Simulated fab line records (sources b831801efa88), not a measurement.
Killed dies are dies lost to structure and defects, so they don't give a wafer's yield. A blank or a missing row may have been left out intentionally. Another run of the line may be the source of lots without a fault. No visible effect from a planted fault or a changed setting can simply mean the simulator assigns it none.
Chamber matching :: flow gf180mcu :: GF_SAB_CVD_00 on pecvd-02: 3 sister chambers
The step deposits SiO2 from TEOS, target thk 50 nm, time 4.9302 s. 14 wafers are shown with their chamber, then 7 later ones without.

== WAFERS, EACH WITH ITS CHAMBER ==
wafer: L784.1
chamber: 0
heater_power_w (W): 680

wafer: L784.2
chamber: 2
heater_power_w (W): 713

wafer: L784.5
chamber: 1
heater_power_w (W): 779

wafer: L788.3
chamber: 1
heater_power_w (W): 703

wafer: L788.4
chamber: 2
heater_power_w (W): 739

wafer: L788.6
chamber: 1
heater_power_w (W): 687

wafer: L790.2
chamber: 2
heater_power_w (W): 721

wafer: L790.3
chamber: 0
heater_power_w (W): 642

wafer: L790.6
chamber: 0
heater_power_w (W): 654

wafer: L794.2
chamber: 0
heater_power_w (W): 652

wafer: L794.4
chamber: 1
heater_power_w (W): 659

wafer: L794.5
chamber: 0
heater_power_w (W): 665

wafer: L797.2
chamber: 0
heater_power_w (W): 590

wafer: L797.5
chamber: 1
heater_power_w (W): 722

SIGNATURES, as means of the wafers listed above
reading: heater_power_w
chamber 0: 647.17
chamber 1: 710.00
chamber 2: 724.33
scatter within a chamber: 34.6
Rule: a wafer's distance from a chamber is the root of the sum, over the readings, of the square of ((its reading less the chamber's mean) divided by the reading's scatter). The wafer belongs to the nearest chamber; if the next one is less than 2 further off, it can't be placed. How the scatter is found: for the shown wafers, subtract from each reading the mean of its chamber, square and add these, divide the total by (wafers less chambers), then take the root.

== WAFERS WITH NO CHAMBER GIVEN ==
wafer: L797.6
heater_power_w (W): 579

wafer: L798.1
heater_power_w (W): 628

wafer: L798.2
heater_power_w (W): 676

wafer: L798.5
heater_power_w (W): 680

wafer: L800.1
heater_power_w (W): 595

wafer: L800.5
heater_power_w (W): 594

wafer: L800.6
heater_power_w (W): 612

== CHAMBER TAKEN BY EACH ==
wafer: L797.6
from the rows above: can't be placed: 0 or 1
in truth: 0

wafer: L798.1
from the rows above: can't be placed: 0 or 1
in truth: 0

wafer: L798.2
from the rows above: can't be placed: 0 or 1 or 2
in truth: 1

wafer: L798.5
from the rows above: can't be placed: 1 or 0 or 2
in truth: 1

wafer: L800.1
from the rows above: can't be placed: 0 or 1
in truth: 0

wafer: L800.5
from the rows above: can't be placed: 0 or 1
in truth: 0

wafer: L800.6
from the rows above: can't be placed: 0 or 1
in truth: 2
Correctly placed: 0 of 7. These rows do not allow placing 7 (true chamber among the candidates in 6). Placed wrongly: 0.
